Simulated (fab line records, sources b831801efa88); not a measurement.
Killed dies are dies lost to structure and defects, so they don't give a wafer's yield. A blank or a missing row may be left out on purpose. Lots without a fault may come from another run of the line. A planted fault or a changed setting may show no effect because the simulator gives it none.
fab line records | flow gf180mcu
record lots=5 wafers=15 last_day=34
route steps=602 shown VT_IMPLANT@94
lots that met no fault: from a run of the same line without faults
start_h: hours from the record's first day to the start of the lot's first wafer shown | wait_h: hours since the lot's step before | " the same as in the row above | L1.1+2: a row that stands for several wafers | - no value, or no start given | * or withheld: withheld | < > ~ a bound
route shown NAME@n: a module of which the file shows steps, and the number in the route of the first | usual: mean/standard deviation of fault-free wafers | same: alike in all rows | chamber/n: place in a boat | sites: the reading at each site | _std_site: their standard deviation | _edge_site: outer sites' mean less inner sites' | radius_mm: how far each site lies from the wafer's centre | mask NAME#n: copy n | behind: the tool/chamber that last shaped the wafer | hold: why the lot was held/for how many hours/how that ended | device: the transistor (n, p or np) that didn't switch | end of line: the same wafers' tests at the end of the route | a step without rows: its recipe alone | killed: dies lost to structure and defects at the first sort, not the wafer's yield | map: a wafer's dies, x killed, . not, _ none there
set.NAME: the setting as run; set.NAME@STEP: as run at that earlier step | model.NAME: the simulator's own value behind a step, which no gauge read
lots at some steps of the route; a table a step, a row a wafer
services: from which hour (start_h, from the record's first day; less than 0 if before it) a tool's chamber was out of use, for how many hours, and why
## steps
# step GF_VT_IMPLANT_EXPOSE_04
# recipe mask_id=LVPWELL_LV_AREA target_cd_nm=600 na=0.6 source_shape=conventional sigma_outer=0.6 dose_mj=140
# columns lot.wafer tool chamber start_h wait_h mask
L074.1+2+3 iline_stepper-02 0 - - LVPWELL_LV_AREA#0
L078.3+4+5 iline_stepper-02 0 - - LVPWELL_LV_AREA#0
L085.3+4+5 iline_stepper-02 0 - - LVPWELL_LV_AREA#0
L089.3+4+6 iline_stepper-01 0 - - LVPWELL_LV_AREA#0
L095.1+3+6 iline_stepper-02 0 - - LVPWELL_LV_AREA#0
# step GF_VT_IMPLANT_PEB_05
# recipe temp_c=withheld time_s=* resist=NOVOLAK
# columns lot.wafer tool chamber start_h wait_h
L074.1+2+3 litho_track-04 0 - -
L078.3+4+5 litho_track-04 0 - -
L085.3+4+5 litho_track-04 0 - -
L089.3+4+6 litho_track-01 0 - -
L095.1+3+6 litho_track-04 0 - -
# step GF_VT_IMPLANT_DEVELOP_06
# recipe develop_time_s=60 dev_temp_c=23
# columns lot.wafer tool chamber start_h wait_h
L074.1+2+3 litho_track-04 0 108.15 0.1
L078.3+4+5 litho_track-04 0 139.75 0.1
L085.3+4+5 litho_track-04 0 179.10 0.1
L089.3+4+6 litho_track-01 0 203.60 0.1
L095.1+3+6 litho_track-04 0 241.70 0.1
# step GF_VT_IMPLANT_OVL_MEAS_07
# usual VT_IMPLANT_OVL=1.1/1.3
# columns lot.wafer tool chamber start_h wait_h VT_IMPLANT_OVL[nm]
L074.1 overlay-01 - 108.30 0.1 1.3
L074.2 " - " " 2.5
L074.3 " - " " 1.0
L078.3 overlay-02 - 139.87 0.1 -0.1
L078.4 " - " " 0.4
L078.5 " - " " 0.0
L085.3 overlay-01 - 179.22 0.1 0.2
L085.4 " - " " 0.3
L085.5 " - " " 1.9
L089.3 overlay-01 - 203.72 0.1 -0.5
L089.4 " - " " -0.9
L089.6 " - " " -2.9
L095.1 overlay-02 - 241.85 0.1 0.9
L095.3 " - " " 1.3
L095.6 " - " " 2.1
# step GF_VT_IMPLANT_IMPLANT_08
# recipe species=BF2 energy_kev=20 dose_cm2=8.29e+12 tilt_deg=7
# usual dose_ions_cm2=8.288e+12/8e+09 faraday_current_uA=46.9/1
# columns lot.wafer tool chamber start_h wait_h dose_ions_cm2 faraday_current_uA
L074.1 implanter-03 0 108.34 0.0 8.295e+12 45.2
L074.2 " 0 " " 8.277e+12 47.9
L074.3 " 0 " " 8.278e+12 47.2
L078.3 implanter-04 0 139.94 0.1 8.281e+12 46.2
L078.4 " 0 " " 8.277e+12 45.5
L078.5 " 0 " " 8.277e+12 47.6
L085.3 implanter-03 0 179.29 0.1 8.281e+12 47.3
L085.4 " 0 " " 8.288e+12 46.4
L085.5 " 0 " " 8.287e+12 47.7
L089.3 implanter-03 0 203.79 0.1 8.31e+12 46.8
L089.4 " 0 " " 8.295e+12 46.4
L089.6 " 0 " " 8.293e+12 45.7
L095.1 implanter-03 0 241.89 0.0 8.288e+12 45.0
L095.3 " 0 " " 8.29e+12 47.9
L095.6 " 0 " " 8.29e+12 47.1
# step GF_VT_IMPLANT_STRIP_09
# recipe chemistry=O2/N2 power_w=1400 pressure_mtorr=1500 platen_temp_c=250 o2_flow_sccm=3000 n2_flow_sccm=300 overash_fraction=0.5
# usual drypump_motor_current_A=5.7/0.44 heater_power_w=352/56 oes_product_au=0.716/0.0041 strip_time_to_endpoint_s=12.62/0.035
# columns lot.wafer tool chamber start_h wait_h drypump_motor_current_A heater_power_w oes_product_au rf_hours_counter_h strip_time_to_endpoint_s
L074.1 plasma_asher-02 0 108.49 0.1 6.5 379 0.719 45 12.61
L074.2 " 1 " " 5.4 380 0.708 45 12.57
L074.3 " 1 " " 5.4 386 0.717 - 12.58
L078.3 plasma_asher-04 1 140.07 0.1 5.8 267 0.714 - 12.58
L078.4 " 0 " " 5.1 396 0.716 - 12.59
L078.5 " 1 " " 5.8 271 0.720 - 12.60
L085.3 plasma_asher-02 0 179.42 0.1 6.4 408 0.709 - 12.67
L085.4 " 1 " " 5.4 366 0.715 - 12.62
L085.5 " 0 " " 6.5 413 0.710 - 12.63
L089.3 plasma_asher-04 0 203.92 0.1 5.1 398 0.713 - 12.56
L089.4 " 1 " " 5.8 268 0.711 - 12.59
L089.6 " 0 " " 5.1 404 0.716 - 12.59
L095.1 plasma_asher-02 0 242.04 0.1 6.4 410 0.716 12 12.64
L095.3 " 1 " " 5.4 354 0.713 - 12.63
L095.6 " 0 " " 6.4 422 0.713 - 12.64
# step GF_VT_IMPLANT_TW_MEAS_10
# usual VT_IMPLANT_TW=565/3.5
# columns lot.wafer tool chamber start_h wait_h VT_IMPLANT_TW
L074.1 film_metro-03 - 108.59 0.1 564
L074.2 " - " " 564
L074.3 " - " " 565
L078.3 film_metro-02 - 140.16 0.1 563
L078.4 " - " " 564
L078.5 " - " " 560
L085.3 film_metro-02 - 179.51 0.1 562
L085.4 " - " " 563
L085.5 " - " " 561
L089.3 film_metro-03 - 204.01 0.1 566
L089.4 " - " " 568
L089.6 " - " " 565
L095.1 film_metro-03 - 242.14 0.1 566
L095.3 " - " " 568
L095.6 " - " " 569
# step GF_VT_IMPLANT_DEHYDRATE_11
# recipe temp_c=200 time_s=60
# usual heater_power_total_W=160.38/0.13
# columns lot.wafer tool chamber start_h wait_h heater_power_total_W
L074.1 litho_track-03 0 115.16 6.6 160.55
L074.2 " 0 " " 160.58
L074.3 " 0 " " 160.47
L078.3 litho_track-03 0 147.66 7.5 160.62
L078.4 " 0 " " 160.39
L078.5 " 0 " " 160.31
L085.3 litho_track-04 0 187.35 7.8 160.17
L085.4 " 0 " " 160.19
L085.5 " 0 " " 160.33
L089.3 litho_track-04 0 211.90 7.9 160.34
L089.4 " 0 " " 160.27
L089.6 " 0 " " 160.33
L095.1 litho_track-04 0 250.80 8.7 160.42
L095.3 " 0 " " 160.39
L095.6 " 0 " " 160.33
# step GF_VT_IMPLANT_HMDS_12
# recipe prime_time_s=60 prime_temp_c=120
# columns lot.wafer tool chamber start_h wait_h
L074.1+2+3 litho_track-03 0 115.31 0.1
L078.3+4+5 litho_track-03 0 147.81 0.1
L085.3+4+5 litho_track-04 0 187.50 0.1
L089.3+4+6 litho_track-04 0 212.05 0.1
L095.1+3+6 litho_track-04 0 250.95 0.1
# step GF_VT_IMPLANT_COAT_13
# recipe resist=NOVOLAK spin_rpm=3000 resist_thk_nm=1000
# columns lot.wafer tool chamber start_h wait_h
L074.1+2+3 litho_track-03 0 115.46 0.1
L078.3+4+5 litho_track-03 0 147.96 0.1
L085.3+4+5 litho_track-04 0 187.65 0.1
L089.3+4+6 litho_track-04 0 212.20 0.1
L095.1+3+6 litho_track-04 0 251.10 0.1
# step GF_VT_IMPLANT_SOFTBAKE_14
# recipe temp_c=90 time_s=60 resist=NOVOLAK
# usual heater_power_total_W=56.60/0.048
# columns lot.wafer tool chamber start_h wait_h heater_power_total_W
L074.1 litho_track-03 0 115.61 0.1 56.64
L074.2 " 0 " " 56.63
L074.3 " 0 " " 56.69
L078.3 litho_track-03 0 148.11 0.1 56.60
L078.4 " 0 " " 56.68
L078.5 " 0 " " 56.60
L085.3 litho_track-04 0 187.80 0.1 56.62
L085.4 " 0 " " 56.55
L085.5 " 0 " " 56.58
L089.3 litho_track-04 0 212.35 0.1 56.60
L089.4 " 0 " " 56.59
L089.6 " 0 " " 56.63
L095.1 litho_track-04 0 251.25 0.1 56.66
L095.3 " 0 " " 56.57
L095.6 " 0 " " 56.55
# step GF_VT_IMPLANT_EXPOSE_15
# recipe mask_id=Nwell_LV_AREA target_cd_nm=860 na=0.6 source_shape=conventional sigma_outer=0.6 dose_mj=140
# columns lot.wafer tool chamber start_h wait_h mask
L074.1+2+3 iline_stepper-01 0 - - Nwell_LV_AREA#0
L078.3+4+5 iline_stepper-02 0 - - Nwell_LV_AREA#0
L085.3+4+5 iline_stepper-01 0 - - Nwell_LV_AREA#0
L089.3+4+6 iline_stepper-01 0 - - Nwell_LV_AREA#0
L095.1+3+6 iline_stepper-02 0 - - Nwell_LV_AREA#0
# step GF_VT_IMPLANT_PEB_16
# recipe temp_c=withheld time_s=* resist=NOVOLAK
# columns lot.wafer tool chamber start_h wait_h
L074.1+2+3 litho_track-04 0 - -
L078.3+4+5 litho_track-04 0 - -
L085.3+4+5 litho_track-04 0 - -
L089.3+4+6 litho_track-03 0 - -
L095.1+3+6 litho_track-01 0 - -
# step GF_VT_IMPLANT_DEVELOP_17
# recipe develop_time_s=60 dev_temp_c=23
# columns lot.wafer tool chamber start_h wait_h
L074.1+2+3 litho_track-04 0 123.25 0.1
L078.3+4+5 litho_track-04 0 156.05 0.1
L085.3+4+5 litho_track-04 0 196.05 0.1
L089.3+4+6 litho_track-03 0 220.91 0.1
L095.1+3+6 litho_track-01 0 260.50 0.1
# step GF_VT_IMPLANT_OVL_MEAS_18
# usual VT_IMPLANT_01_OVL=1.3/1.4
# columns lot.wafer tool chamber start_h wait_h VT_IMPLANT_01_OVL[nm]
L074.1 overlay-01 - 123.40 0.1 0.8
L074.2 " - " " 1.9
L074.3 " - " " 1.6
L078.3 overlay-02 - 156.17 0.1 -1.1
L078.4 " - " " -0.7
L078.5 " - " " -0.3
L085.3 overlay-01 - 196.16 0.1 3.2
L085.4 " - " " 1.5
L085.5 " - " " 3.1
L089.3 overlay-01 - 221.02 0.1 0.8
L089.4 " - " " 1.4
L089.6 " - " " 1.5
L095.1 overlay-01 - 260.65 0.1 0.3
L095.3 " - " " -0.9
L095.6 " - " " -0.1
# step GF_VT_IMPLANT_IMPLANT_19
# recipe species=As energy_kev=100 dose_cm2=4.35e+12 tilt_deg=7
# usual dose_ions_cm2=4.349e+12/4.2e+09 faraday_current_uA=24.5/0.53
# columns lot.wafer tool chamber start_h wait_h dose_ions_cm2 faraday_current_uA
L074.1 implanter-04 0 123.44 0.0 4.35e+12 25.0
L074.2 " 0 " " 4.35e+12 23.9
L074.3 " 0 " " 4.353e+12 24.5
L078.3 implanter-02 0 156.24 0.1 4.347e+12 24.4
L078.4 " 0 " " 4.342e+12 23.7
L078.5 " 0 " " 4.346e+12 24.1
L085.3 implanter-04 0 196.24 0.1 4.351e+12 24.2
L085.4 " 0 " " 4.356e+12 24.3
L085.5 " 0 " " 4.349e+12 24.1
L089.3 implanter-03 0 221.10 0.1 4.344e+12 24.0
L089.4 " 0 " " 4.345e+12 24.2
L089.6 " 0 " " 4.343e+12 24.6
L095.1 implanter-03 0 260.69 0.0 4.351e+12 25.6
L095.3 " 0 " " 4.344e+12 25.0
L095.6 " 0 " " 4.352e+12 23.9
# step GF_VT_IMPLANT_STRIP_20
# recipe chemistry=O2/N2 power_w=1400 pressure_mtorr=1500 platen_temp_c=250 o2_flow_sccm=3000 n2_flow_sccm=300 overash_fraction=0.5
# usual drypump_motor_current_A=5.7/0.42 heater_power_w=351/52 oes_product_au=0.716/0.0042 strip_time_to_endpoint_s=12.62/0.041
# columns lot.wafer tool chamber start_h wait_h drypump_motor_current_A heater_power_w oes_product_au rf_hours_counter_h strip_time_to_endpoint_s
L074.1 plasma_asher-02 1 123.59 0.1 5.4 363 0.723 0 12.55
L074.2 " 0 " " 6.4 411 0.716 0 12.46
L074.3 " 0 " " 6.4 408 0.715 - 12.51
L078.3 plasma_asher-02 1 156.37 0.1 5.4 367 0.722 - 12.64
L078.4 " 0 " " 6.4 413 0.716 - 12.63
L078.5 " 1 " " 5.4 370 0.718 - 12.61
L085.3 plasma_asher-03 1 196.37 0.1 5.8 356 0.713 - 12.61
L085.4 " 0 " " 5.4 300 0.717 - 12.59
L085.5 " 0 " " 5.4 298 0.718 - 12.63
L089.3 plasma_asher-04 0 221.23 0.1 5.1 394 0.720 - 12.63
L089.4 " 1 " " 5.8 264 0.719 - 12.57
L089.6 " 1 " " 5.8 266 0.719 - 12.62
L095.1 plasma_asher-03 1 260.84 0.1 5.8 354 0.713 48 12.69
L095.3 " 1 " " 5.8 347 0.723 - 12.68
L095.6 " 1 " " 5.8 350 0.708 - 12.69
# step GF_VT_IMPLANT_TW_MEAS_21
# usual VT_IMPLANT_2_TW=1215/9.2
# columns lot.wafer tool chamber start_h wait_h VT_IMPLANT_2_TW
L074.1 film_metro-04 - 123.69 0.1 1210
L074.2 " - " " 1216
L074.3 " - " " 1215
L078.3 film_metro-02 - 156.46 0.1 1198
L078.4 " - " " 1195
L078.5 " - " " 1198
L085.3 film_metro-04 - 196.46 0.1 1221
L085.4 " - " " 1218
L085.5 " - " " 1220
L089.3 film_metro-03 - 221.32 0.1 1221
L089.4 " - " " 1226
L089.6 " - " " 1216
L095.1 film_metro-03 - 260.94 0.1 1224
L095.3 " - " " 1225
L095.6 " - " " 1221
# step GF_VT_IMPLANT_DEHYDRATE_22
# recipe temp_c=200 time_s=60
# usual heater_power_total_W=160.38/0.13
# columns lot.wafer tool chamber start_h wait_h heater_power_total_W
L074.1 litho_track-03 0 131.01 7.3 160.63
L074.2 " 0 " " 160.25
L074.3 " 0 " " 160.58
L078.3 litho_track-04 0 163.90 7.4 160.34
L078.4 " 0 " " 160.51
L078.5 " 0 " " 160.26
L085.3 litho_track-03 0 203.91 7.4 160.60
L085.4 " 0 " " 160.60
L085.5 " 0 " " 160.54
L089.3 litho_track-04 0 229.20 7.9 160.34
L089.4 " 0 " " 160.55
L089.6 " 0 " " 160.56
L095.1 litho_track-03 0 269.06 8.1 160.34
L095.3 " 0 " " 160.22
L095.6 " 0 " " 160.20
# step GF_VT_IMPLANT_HMDS_23
# recipe prime_time_s=60 prime_temp_c=120
# columns lot.wafer tool chamber start_h wait_h
L074.1+2+3 litho_track-03 0 131.16 0.1
L078.3+4+5 litho_track-04 0 164.05 0.1
L085.3+4+5 litho_track-03 0 204.06 0.1
L089.3+4+6 litho_track-04 0 229.35 0.1
L095.1+3+6 litho_track-03 0 269.21 0.1
# step GF_VT_IMPLANT_COAT_24
# recipe resist=NOVOLAK spin_rpm=3000 resist_thk_nm=1000
# columns lot.wafer tool chamber start_h wait_h
L074.1+2+3 litho_track-03 0 131.31 0.1
L078.3+4+5 litho_track-04 0 164.20 0.1
L085.3+4+5 litho_track-03 0 204.21 0.1
L089.3+4+6 litho_track-04 0 229.50 0.1
L095.1+3+6 litho_track-03 0 269.36 0.1
# step GF_VT_IMPLANT_SOFTBAKE_25
# recipe temp_c=90 time_s=60 resist=NOVOLAK
# usual heater_power_total_W=56.59/0.048
# columns lot.wafer tool chamber start_h wait_h heater_power_total_W
L074.1 litho_track-03 0 131.46 0.1 56.57
L074.2 " 0 " " 56.60
L074.3 " 0 " " 56.51
L078.3 litho_track-04 0 164.35 0.1 56.61
L078.4 " 0 " " 56.63
L078.5 " 0 " " 56.58
L085.3 litho_track-03 0 204.36 0.1 56.64
L085.4 " 0 " " 56.68
L085.5 " 0 " " 56.69
L089.3 litho_track-04 0 229.65 0.1 56.57
L089.4 " 0 " " 56.59
L089.6 " 0 " " 56.64
L095.1 litho_track-03 0 269.51 0.1 56.62
L095.3 " 0 " " 56.60
L095.6 " 0 " " 56.54
# step GF_VT_IMPLANT_EXPOSE_26
# recipe mask_id=LVPWELL_HV_AREA target_cd_nm=860 na=0.6 source_shape=conventional sigma_outer=0.6 dose_mj=140
# columns lot.wafer tool chamber start_h wait_h mask
L074.1+2+3 iline_stepper-02 0 - - LVPWELL_HV_AREA#0
L078.3+4+5 iline_stepper-02 0 - - LVPWELL_HV_AREA#0
L085.3+4+5 iline_stepper-02 0 - - LVPWELL_HV_AREA#0
L089.3+4+6 iline_stepper-02 0 - - LVPWELL_HV_AREA#0
L095.1+3+6 iline_stepper-01 0 - - LVPWELL_HV_AREA#0
# step GF_VT_IMPLANT_PEB_27
# recipe temp_c=withheld time_s=* resist=NOVOLAK
# columns lot.wafer tool chamber start_h wait_h
L074.1+2+3 litho_track-01 0 - -
L078.3+4+5 litho_track-04 0 - -
L085.3+4+5 litho_track-03 0 - -
L089.3+4+6 litho_track-03 0 - -
L095.1+3+6 litho_track-03 0 - -
# step GF_VT_IMPLANT_DEVELOP_28
# recipe develop_time_s=60 dev_temp_c=23
# columns lot.wafer tool chamber start_h wait_h
L074.1+2+3 litho_track-01 0 139.11 0.1
L078.3+4+5 litho_track-04 0 172.40 0.1
L085.3+4+5 litho_track-03 0 212.61 0.1
L089.3+4+6 litho_track-03 0 238.71 0.1
L095.1+3+6 litho_track-03 0 278.76 0.1
# step GF_VT_IMPLANT_OVL_MEAS_29
# usual VT_IMPLANT_02_OVL=0.3/1.3
# columns lot.wafer tool chamber start_h wait_h VT_IMPLANT_02_OVL[nm]
L074.1 overlay-02 - 139.26 0.1 1.1
L074.2 " - " " 0.3
L074.3 " - " " 1.5
L078.3 overlay-01 - 172.52 0.1 0.8
L078.4 " - " " 0.8
L078.5 " - " " -0.3
L085.3 overlay-02 - 212.72 0.1 2.2
L085.4 " - " " 0.0
L085.5 " - " " 1.5
L089.3 overlay-01 - 238.82 0.1 -1.7
L089.4 " - " " -1.4
L089.6 " - " " -1.0
L095.1 overlay-02 - 278.91 0.1 -0.3
L095.3 " - " " -0.1
L095.6 " - " " 0.2
# step GF_VT_IMPLANT_IMPLANT_30
# recipe species=B energy_kev=25 dose_cm2=2.534e+12 tilt_deg=7
# usual dose_ions_cm2=2.5342e+12/2.9e+09 faraday_current_uA=14.28/0.26
# columns lot.wafer tool chamber start_h wait_h dose_ions_cm2 faraday_current_uA
L074.1 implanter-02 0 139.29 0.0 2.5359e+12 14.39
L074.2 " 0 " " 2.5314e+12 14.50
L074.3 " 0 " " 2.5391e+12 14.46
L078.3 implanter-04 0 172.59 0.1 2.5386e+12 14.15
L078.4 " 0 " " 2.5366e+12 14.77
L078.5 " 0 " " 2.5361e+12 14.31
L085.3 implanter-02 0 212.80 0.1 2.534e+12 13.93
L085.4 " 0 " " 2.5329e+12 14.20
L085.5 " 0 " " 2.5364e+12 14.50
L089.3 implanter-02 0 238.90 0.1 2.5369e+12 14.80
L089.4 " 0 " " 2.5347e+12 14.94
L089.6 " 0 " " 2.5363e+12 14.40
L095.1 implanter-02 0 278.95 0.0 2.5315e+12 14.17
L095.3 " 0 " " 2.5325e+12 14.50
L095.6 " 0 " " 2.534e+12 14.36
# step GF_VT_IMPLANT_STRIP_31
# recipe chemistry=O2/N2 power_w=1400 pressure_mtorr=1500 platen_temp_c=250 o2_flow_sccm=3000 n2_flow_sccm=300 overash_fraction=0.5
# usual drypump_motor_current_A=5.6/0.37 heater_power_w=341/46 oes_product_au=0.716/0.0047 strip_time_to_endpoint_s=12.62/0.035
# columns lot.wafer tool chamber start_h wait_h drypump_motor_current_A heater_power_w oes_product_au rf_hours_counter_h strip_time_to_endpoint_s
L074.1 plasma_asher-03 1 139.44 0.1 5.8 346 0.712 36 12.63
L074.2 " 0 " " 5.4 299 0.718 36 12.60
L074.3 " 1 " " 5.8 358 0.718 - 12.60
L078.3 plasma_asher-04 1 172.72 0.1 5.8 257 0.720 - 12.59
L078.4 " 0 " " 5.2 392 0.712 - 12.56
L078.5 " 1 " " 5.8 261 0.723 - 12.63
L085.3 plasma_asher-02 1 212.93 0.1 5.4 363 0.717 - 12.61
L085.4 " 0 " " 6.4 409 0.714 - 12.56
L085.5 " 0 " " 6.4 399 0.718 - 12.59
L089.3 plasma_asher-02 1 239.03 0.1 5.4 359 0.718 - 12.62
L089.4 " 0 " " 6.4 417 0.717 - 12.66
L089.6 " 1 " " 5.4 368 0.715 - 12.64
L095.1 plasma_asher-03 1 279.10 0.1 5.8 352 0.717 50 12.67
L095.3 " 1 " " 5.8 357 0.713 - 12.63
L095.6 " 1 " " 5.8 351 0.711 - 12.64
# step GF_VT_IMPLANT_TW_MEAS_32
# usual VT_IMPLANT_3_TW=269.0/1.9
# columns lot.wafer tool chamber start_h wait_h VT_IMPLANT_3_TW
L074.1 film_metro-03 - 139.54 0.1 270.6
L074.2 " - " " 271.4
L074.3 " - " " 270.5
L078.3 film_metro-04 - 172.81 0.1 269.9
L078.4 " - " " 271.0
L078.5 " - " " 270.7
L085.3 film_metro-04 - 213.02 0.1 269.1
L085.4 " - " " 270.2
L085.5 " - " " 270.5
L089.3 film_metro-02 - 239.12 0.1 267.1
L089.4 " - " " 267.9
L089.6 " - " " 268.6
L095.1 film_metro-03 - 279.20 0.1 269.8
L095.3 " - " " 271.1
L095.6 " - " " 270.5
# step GF_VT_IMPLANT_DEHYDRATE_33
# recipe temp_c=200 time_s=60
# usual heater_power_total_W=160.37/0.13
# columns lot.wafer tool chamber start_h wait_h heater_power_total_W
L074.1 litho_track-04 0 146.85 7.3 160.58
L074.2 " 0 " " 160.27
L074.3 " 0 " " 160.46
L078.3 litho_track-03 0 180.76 7.9 160.26
L078.4 " 0 " " 160.31
L078.5 " 0 " " 160.20
L085.3 litho_track-04 0 221.05 8.0 160.47
L085.4 " 0 " " 160.21
L085.5 " 0 " " 160.26
L089.3 litho_track-04 0 247.50 8.4 160.43
L089.4 " 0 " " 160.56
L089.6 " 0 " " 160.56
L095.1 litho_track-03 0 288.26 9.1 160.41
L095.3 " 0 " " 160.62
L095.6 " 0 " " 160.52
# step GF_VT_IMPLANT_HMDS_34
# recipe prime_time_s=60 prime_temp_c=120
# columns lot.wafer tool chamber start_h wait_h
L074.1+2+3 litho_track-04 0 147.00 0.1
L078.3+4+5 litho_track-03 0 180.91 0.1
L085.3+4+5 litho_track-04 0 221.20 0.1
L089.3+4+6 litho_track-04 0 247.65 0.1
L095.1+3+6 litho_track-03 0 288.41 0.1
# step GF_VT_IMPLANT_COAT_35
# recipe resist=NOVOLAK spin_rpm=3000 resist_thk_nm=1000
# columns lot.wafer tool chamber start_h wait_h
L074.1+2+3 litho_track-04 0 147.15 0.1
L078.3+4+5 litho_track-03 0 181.06 0.1
L085.3+4+5 litho_track-04 0 221.35 0.1
L089.3+4+6 litho_track-04 0 247.80 0.1
L095.1+3+6 litho_track-03 0 288.56 0.1
# step GF_VT_IMPLANT_SOFTBAKE_36
# recipe temp_c=90 time_s=60 resist=NOVOLAK
# usual heater_power_total_W=56.60/0.046
# columns lot.wafer tool chamber start_h wait_h heater_power_total_W
L074.1 litho_track-04 0 147.30 0.1 56.67
L074.2 " 0 " " 56.65
L074.3 " 0 " " 56.57
L078.3 litho_track-03 0 181.21 0.1 56.57
L078.4 " 0 " " 56.57
L078.5 " 0 " " 56.60
L085.3 litho_track-04 0 221.50 0.1 56.60
L085.4 " 0 " " 56.63
L085.5 " 0 " " 56.64
L089.3 litho_track-04 0 247.95 0.1 56.63
L089.4 " 0 " " 56.54
L089.6 " 0 " " 56.65
L095.1 litho_track-03 0 288.71 0.1 56.60
L095.3 " 0 " " 56.64
L095.6 " 0 " " 56.64
# step GF_VT_IMPLANT_EXPOSE_37
# recipe mask_id=Nwell_HV_AREA target_cd_nm=860 na=0.6 source_shape=conventional sigma_outer=0.6 dose_mj=140
# columns lot.wafer tool chamber start_h wait_h mask
L074.1+2+3 iline_stepper-01 0 - - Nwell_HV_AREA#0
L078.3+4+5 iline_stepper-01 0 - - Nwell_HV_AREA#0
L085.3+4+5 iline_stepper-02 0 - - Nwell_HV_AREA#0
L089.3+4+6 iline_stepper-02 0 - - Nwell_HV_AREA#0
L095.1+3+6 iline_stepper-01 0 - - Nwell_HV_AREA#0
# step GF_VT_IMPLANT_PEB_38
# recipe temp_c=withheld time_s=* resist=NOVOLAK
# columns lot.wafer tool chamber start_h wait_h
L074.1+2+3 litho_track-03 0 - -
L078.3+4+5 litho_track-04 0 - -
L085.3+4+5 litho_track-04 0 - -
L089.3+4+6 litho_track-04 0 - -
L095.1+3+6 litho_track-03 0 - -
# step GF_VT_IMPLANT_DEVELOP_39
# recipe develop_time_s=60 dev_temp_c=23
# columns lot.wafer tool chamber start_h wait_h
L074.1+2+3 litho_track-03 0 154.66 0.1
L078.3+4+5 litho_track-04 0 188.80 0.1
L085.3+4+5 litho_track-04 0 229.95 0.1
L089.3+4+6 litho_track-04 0 257.30 0.1
L095.1+3+6 litho_track-03 0 298.51 0.1
# step GF_VT_IMPLANT_OVL_MEAS_40
# usual VT_IMPLANT_03_OVL=0.0/1.3
# columns lot.wafer tool chamber start_h wait_h VT_IMPLANT_03_OVL[nm]
L074.1 overlay-01 - 154.81 0.1 1.4
L074.2 " - " " 1.2
L074.3 " - " " 3.8
L078.3 overlay-02 - 188.92 0.1 -1.8
L078.4 " - " " -1.8
L078.5 " - " " -0.8
L085.3 overlay-02 - 230.06 0.1 -0.9
L085.4 " - " " -1.7
L085.5 " - " " -0.3
L089.3 overlay-01 - 257.41 0.1 0.5
L089.4 " - " " 1.5
L089.6 " - " " 1.8
L095.1 overlay-02 - 298.66 0.1 1.1
L095.3 " - " " 0.8
L095.6 " - " " 1.0
# step GF_VT_IMPLANT_IMPLANT_41
# recipe species=As energy_kev=70 dose_cm2=1.013e+12 tilt_deg=7
# usual dose_ions_cm2=1.0128e+12/9.8e+08 faraday_current_uA=5.71/0.11
# columns lot.wafer tool chamber start_h wait_h dose_ions_cm2 faraday_current_uA
L074.1 implanter-03 0 154.85 0.0 1.0122e+12 5.73
L074.2 " 0 " " 1.0134e+12 5.71
L074.3 " 0 " " 1.0132e+12 5.47
L078.3 implanter-03 0 188.99 0.1 1.0125e+12 5.81
L078.4 " 0 " " 1.0141e+12 5.76
L078.5 " 0 " " 1.0134e+12 5.63
L085.3 implanter-03 0 230.14 0.1 1.013e+12 5.74
L085.4 " 0 " " 1.0128e+12 5.85
L085.5 " 0 " " 1.0138e+12 5.48
L089.3 implanter-03 0 257.49 0.1 1.013e+12 5.76
L089.4 " 0 " " 1.0142e+12 5.92
L089.6 " 0 " " 1.0127e+12 5.64
L095.1 implanter-02 0 298.70 0.0 1.0133e+12 5.45
L095.3 " 0 " " 1.0137e+12 5.50
L095.6 " 0 " " 1.0138e+12 5.64
# step GF_VT_IMPLANT_STRIP_42
# recipe chemistry=O2/N2 power_w=1400 pressure_mtorr=1500 platen_temp_c=250 o2_flow_sccm=3000 n2_flow_sccm=300 overash_fraction=0.5
# usual drypump_motor_current_A=5.6/0.39 heater_power_w=343/51 oes_product_au=0.716/0.0049 strip_time_to_endpoint_s=12.63/0.035
# columns lot.wafer tool chamber start_h wait_h drypump_motor_current_A heater_power_w oes_product_au rf_hours_counter_h strip_time_to_endpoint_s
L074.1 plasma_asher-03 0 155.00 0.1 5.4 293 0.718 37 12.66
L074.2 " 1 " " 5.8 348 0.718 37 12.64
L074.3 " 0 " " 5.4 297 0.715 - 12.66
L078.3 plasma_asher-03 0 189.12 0.1 5.4 299 0.711 - 12.56
L078.4 " 1 " " 5.8 351 0.711 - 12.58
L078.5 " 0 " " 5.4 301 0.717 - 12.59
L085.3 plasma_asher-02 1 230.27 0.1 5.4 357 0.717 - 12.61
L085.4 " 0 " " 6.4 407 0.714 - 12.60
L085.5 " 0 " " 6.4 408 0.722 - 12.60
L089.3 plasma_asher-03 1 257.62 0.1 5.8 357 0.718 - 12.61
L089.4 " 0 " " 5.4 296 0.720 - 12.59
L089.6 " 0 " " 5.4 305 0.716 - 12.64
L095.1 plasma_asher-03 1 298.85 0.1 5.8 345 0.712 53 12.60
L095.3 " 0 " " 5.4 303 0.712 - 12.63
L095.6 " 0 " " 5.4 293 0.719 - 12.57
# step GF_VT_IMPLANT_TW_MEAS_43
# usual VT_IMPLANT_4_TW=693/4.2
# columns lot.wafer tool chamber start_h wait_h VT_IMPLANT_4_TW
L074.1 film_metro-03 - 155.10 0.1 695
L074.2 " - " " 698
L074.3 " - " " 698
L078.3 film_metro-04 - 189.21 0.1 693
L078.4 " - " " 698
L078.5 " - " " 693
L085.3 film_metro-03 - 230.36 0.1 694
L085.4 " - " " 696
L085.5 " - " " 697
L089.3 film_metro-03 - 257.71 0.1 696
L089.4 " - " " 695
L089.6 " - " " 695
L095.1 film_metro-04 - 298.95 0.1 691
L095.3 " - " " 694
L095.6 " - " " 698
## services
# columns tool chamber start_h hours kind
iline_stepper-01 - 103.40 1.7 pm
implanter-03 - 103.69 0.7 repair
plasma_asher-02 - 108.75 9.0 pm
plasma_asher-02 0 108.75 9.0 vent_cycle
plasma_asher-02 1 108.75 9.0 vent_cycle
implanter-04 - 117.33 3.0 repair
plasma_asher-02 0 117.75 - clean
implanter-03 - 125.40 5.8 pm
iline_stepper-02 - 125.49 5.7 repair
implanter-02 - 141.19 2.2 repair
implanter-04 - 148.81 2.0 pm
iline_stepper-01 - 162.34 4.0 repair
iline_stepper-01 - 171.87 1.8 repair
implanter-04 - 176.55 2.9 pm
plasma_asher-02 - 189.39 6.4 repair
iline_stepper-01 - 198.40 10.2 repair
iline_stepper-02 - 207.61 10.4 repair
implanter-03 - 211.91 6.6 repair
iline_stepper-02 - 218.00 1.7 pm
implanter-03 - 219.82 0.6 repair
implanter-03 - 247.67 6.0 pm
implanter-04 - 248.13 2.5 repair
implanter-03 - 264.14 13.3 pm
implanter-03 - 290.26 2.1 repair
## key
fault none
